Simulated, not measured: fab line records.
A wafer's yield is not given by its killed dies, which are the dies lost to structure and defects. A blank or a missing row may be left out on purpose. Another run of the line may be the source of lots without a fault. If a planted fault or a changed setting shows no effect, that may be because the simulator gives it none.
What tool caused it?	flow sky130	18 wafers from 6 lots sampled at 2 of the route's 708 steps

WHAT THE GAUGES READ, wafer by wafer
SKY_SONOS_ONO_THK_MEAS_03.
lot	measured	on	SONOS_ONO_CVD_02_THK (nm)
L359	day 12 00:11	film_metro-01	10.91 10.91 10.82
L361	day 12 19:33	film_metro-03	10.50 10.56 10.44
L364	day 13 13:53	film_metro-04	10.30 10.33 10.27
L368	day 15 04:21	film_metro-01	10.61 10.47 10.62
L370	day 15 18:32	film_metro-03	10.41 10.44 10.48
L374	day 17 00:40	film_metro-04	15.08 15.27 15.22 14.99 15.24 15.15

EACH LOT AND THE TOOL THAT RAN IT (in order: tool; ch and the chambers of the sampled wafers; start)
lot	SKY_SONOS_ONO_CVD_02
L359	lpcvd-02 ch 1, day 11 23:08
L361	lpcvd-02 ch 0, day 12 18:30
L364	lpcvd-02 ch 1, day 13 12:49
L368	lpcvd-02 ch 1, day 15 03:18
L370	lpcvd-02 ch 1, day 15 17:29
L374	lpcvd-02 ch 0, day 16 23:36
- SKY_SONOS_ONO_CVD_02: deposits Si3N4 from DCS/NH3, target thk 10.5 nm, time 180 s.

THE ANSWER, worked out from the rows above alone
Rule: what is usual is taken from the lots themselves. The widest of any qualifying gaps counts: lots, ordered by their means at a reading, are off when they make up no more than a third of the lots, leave a main group of 4 or more, and stand apart from it by 3 or more times the standard deviation of that group's means. The tables above print the reading to a certain number of digits; a main group whose means all agree to those digits is not used. Also off: a lot with no number at a reading for which 4 or more lots have one. All remaining lots with rows at the step are treated as sound.
Off: L374, at SKY_SONOS_ONO_THK_MEAS_03 (SONOS_ONO_CVD_02_THK). Main group: mean 10.54 nm, sd 0.19.
If a tool, at a process step before that reading, ran all the lots that are off and no sound lot after the first of them, it fits. The gauges at SKY_SONOS_ONO_THK_MEAS_03 are tried like those tools. 2 tools fit, lpcvd-02 at SKY_SONOS_ONO_CVD_02 and film_metro-04 at SKY_SONOS_ONO_THK_MEAS_03, so this cannot tell which one it is.

WHAT THE SIMULATOR HAD INSERTED
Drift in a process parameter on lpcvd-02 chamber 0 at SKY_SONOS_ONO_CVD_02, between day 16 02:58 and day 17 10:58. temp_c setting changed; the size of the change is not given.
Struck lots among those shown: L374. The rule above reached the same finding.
